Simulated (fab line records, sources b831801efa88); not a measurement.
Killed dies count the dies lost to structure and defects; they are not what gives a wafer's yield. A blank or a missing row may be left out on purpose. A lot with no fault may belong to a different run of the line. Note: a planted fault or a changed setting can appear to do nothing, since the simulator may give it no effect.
A single fault, viewed from 2 desks ; flow gf180mcu ; each desk holds nothing but its own numbers, with what lay behind them at the end

FROM THE METROLOGY DESK
What the gauges read for every lot (on any tool): the sampled wafers with a number, averaged. The brackets show how far a lot's mean lies from the usual mean; more than 4 standard deviations puts the lot out of limits, marked OUT. It has 9 readings; the 7 that lie furthest out on some lot are the ones shown.
Columns: A = V3_W_RS at GF_V3_RS_MEAS_24, usual 0.325 ohm/sq; B = V3_W_THK at GF_V3_THK_MEAS_25, usual 349 nm; C = M4_ALCU_THK at GF_M4_THK_MEAS_06, usual 441 nm; D = cdNm at GF_M4_CD_MEAS_14, usual 279.2 nm; E = V4_CVD_00_THK at GF_V4_THK_MEAS_01, usual 603 nm; F = V4_CVD_02_THK at GF_V4_THK_MEAS_03, usual 853 nm; G = V4_BOW at GF_V4_BOW_MEAS_05, usual 135 um
lot;first seen here;A;B;C;D;E;F;G
L789;day 24 08:14;0.318;357;440;281.0;607;846;124
L792;day 25 13:26;0.323;352;443;278.3;600;851;141
L794;day 26 08:18;0.324;348;434;279.3;605;834;139
L801;day 28 04:49;0.329;347;437;279.4;608;845;145
L802;day 28 11:10;0.320;357;446;278.1;595;845;140
L805;day 29 07:36;0.336;339;443;279.5;593;856;140
Finding of this desk: none of the 6 lots has anything out of limits.

DESK OF THE TOOL OWNER: pvdSputter-01
The tool's own readings at GF_M4_SPUTTER_04 (material TiN, target thk 50 nm, time 41.7 s): means of the sampled wafers that have a number, for each lot that ran on this tool. The brackets show how far a lot's mean lies from the usual mean; more than 4 standard deviations puts the lot out of limits, marked OUT.
Columns: A = throttleValvePct at GF_M4_SPUTTER_04, usual 30.3 %
lot;first seen here;A
L789;day 24 08:54;31.2
L792;day 25 14:06;30.9
L805;day 29 08:14;30.8
Finding of this desk: none of the 3 lots has anything out of limits.

TAKEN TOGETHER
Metrology desk: nothing out of limits seen.
The desk of the tool owner found nothing out of limits.

WHAT THE SIMULATOR PUT IN
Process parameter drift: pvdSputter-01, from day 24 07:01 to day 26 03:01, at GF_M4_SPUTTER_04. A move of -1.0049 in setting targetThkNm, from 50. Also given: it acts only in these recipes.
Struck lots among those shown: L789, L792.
